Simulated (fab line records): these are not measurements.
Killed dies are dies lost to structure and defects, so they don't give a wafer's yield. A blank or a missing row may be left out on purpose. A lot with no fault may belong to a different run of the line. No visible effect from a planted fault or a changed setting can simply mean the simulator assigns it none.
Which tool was responsible? + flow sky130 + route of 708 steps, sampled at 1 step: 7 lots, 21 wafers

WHAT THE GAUGES SHOWED, per wafer
SKY_METAL1_THK_MEAS_06: measures by xrf.
| lot  | measured     | on            | METAL1_ALCU_THK (nm) |
|------|--------------|---------------|----------------------|
| L453 | day 32 02:26 | film-metro-02 | 250.2 248.5 248.7    |
| L456 | day 32 22:54 | film-metro-02 | 251.4 251.9 249.1    |
| L458 | day 33 22:31 | film-metro-02 | 250.2 250.3 249.1    |
| L461 | day 34 19:59 | film-metro-02 | 249.3 247.7 251.7    |
| L469 | day 37 15:40 | film-metro-01 | 251.3 251.3 250.6    |
| L472 | day 38 00:25 | film-metro-03 | 251.4 249.0 250.0    |
| L475 | day 39 02:29 | film-metro-03 | 252.8 248.8 247.7    |

TOOL THAT RAN EACH LOT (tool first, then ch and the chambers of the sampled wafers, then the start)
The record holds no process step before these readings.

THE ANSWER, worked out from the rows above alone
Rule: what is usual is taken from the lots themselves. The widest of any qualifying gaps counts: lots, ordered by their means at a reading, are off when they make up no more than a third of the lots, leave a main group of 4 or more, and stand apart from it by 3 or more times the standard deviation of that group's means. If all means in a main group match to the digits the tables above print for the reading, that group is not used. A lot without any number at a reading at which 4 lots or more have one is off too. All remaining lots with rows at the step are treated as sound.
No lot is off at any reading shown: from this, nothing can be told.

WHAT WAS PUT IN BY THE SIMULATOR
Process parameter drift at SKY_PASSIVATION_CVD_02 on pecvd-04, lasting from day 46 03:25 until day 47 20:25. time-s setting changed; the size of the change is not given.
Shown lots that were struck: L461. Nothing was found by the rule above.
